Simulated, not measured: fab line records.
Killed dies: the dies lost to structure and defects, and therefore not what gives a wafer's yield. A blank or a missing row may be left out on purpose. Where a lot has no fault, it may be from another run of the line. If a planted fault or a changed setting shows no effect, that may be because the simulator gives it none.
Lot-split experiment	flow gf180mcu	23 wafers read across 5 lots, on a route 602 steps long

## THE SPLIT
At GF_V5_CMP_04 (polishes SiO2), the setting leave-above-ref-nm was moved away from the recipe's 855 nm on 6 of the 23 wafers read, by +2.2% to +5.7%. This setting was run at the recipe's value on the other wafers.

The reading is taken at the split's own step.

## THE READING
SiO2_of_V5_CVD_02.thk-nm (the simulator's own value, which no gauge read), in nm, at GF_V5_CMP_04 (polishes SiO2). There is no usual value for it anywhere in the file. Here, 17 wafers ran the recipe; their average is 855.5 nm with a standard deviation of 1.1 nm.

wafer	tool, chamber at the split	leave-above-ref-nm as run, nm	against the recipe	SiO2_of_V5_CVD_02.thk-nm, nm	against lot-mates on the recipe
L076.1	cmp-01, 1	855	recipe	853.6	-
L076.5	cmp-01, 3	855	recipe	855.5	-
L076.6	cmp-01, 0	855	recipe	855.4	-
L078.2	cmp-01, 3	904	+5.7%	903.7	+47.4
L078.1	cmp-01, 0	904	+5.7%	906.3	+50.0
L078.4	cmp-01, 2	904	+5.7%	906	+49.7
L078.6	cmp-01, 3	855	recipe	855.6	-
L078.5	cmp-01, 0	855	recipe	857	-
L082.4	cmp-01, 1	855	recipe	854.1	-
L082.3	cmp-01, 2	855	recipe	855.2	-
L082.2	cmp-01, 3	855	recipe	855.7	-
L082.1	cmp-01, 0	855	recipe	857.4	-
L082.5	cmp-01, 2	855	recipe	856.5	-
L083.2	cmp-02, 2	855	recipe	854.8	-
L083.3	cmp-02, 3	855	recipe	853.8	-
L083.4	cmp-02, 0	874	+2.2%	874.5	+20.2
L083.5	cmp-02, 2	874	+2.2%	873.7	+19.4
L083.6	cmp-02, 3	874	+2.2%	873.6	+19.3
L084.3	cmp-01, 1	855	recipe	854.9	-
L084.4	cmp-01, 3	855	recipe	856	-
L084.2	cmp-01, 0	855	recipe	857.4	-
L084.5	cmp-01, 1	855	recipe	855	-
L084.6	cmp-01, 2	855	recipe	855.9	-

FIT RESULTS
A straight line over all 23 wafers: SiO2_of_V5_CVD_02.thk-nm changes by +8.66 nm for each +1% of leave-above-ref-nm; r = +1.00; the points scatter about the line by 1.1 nm.
The same after taking each lot's own level away (the mean of its wafers on the recipe; 23 wafers): +8.58 nm for each +1%; r = +1.00; scatter 0.97 nm.
The reading moves by 49 nm for the largest change in leave-above-ref-nm, on that fit.
Across the lots, their own levels run from 854.30 to 856.30 nm, a range of 1.8 times the standard deviation given above.
So the lot-to-lot level changes the slope little: the two slopes agree.
Check: +50 nm against its lot-mates is what the line predicts for one of the wafers moved furthest among these (+5.7%) when that wafer is left out of the fit. It came out at +47.4 nm against them.

## THE OTHER SPLITS THESE WAFERS WENT THROUGH
These wafers also went through other splits before the reading. Each is held against what the fit with the lots' levels taken away leaves over:
other split on the same wafers	wafers away from the commonest value	r with SiO2_of_V5_CVD_02.thk-nm (lot level and that fit taken away)
GF_MIM_CVD_05 time-s	6	+0.29
GF_MIM_SPUTTER_08 time-s	8	-0.16
GF_MIM_EXPOSE_16 dose-mj	7	-0.08

## FILE'S OWN FIT
SiO2_of_V5_CVD_02.thk-nm changes by +8.6 nm for each +1% of leave-above-ref-nm, r = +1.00.
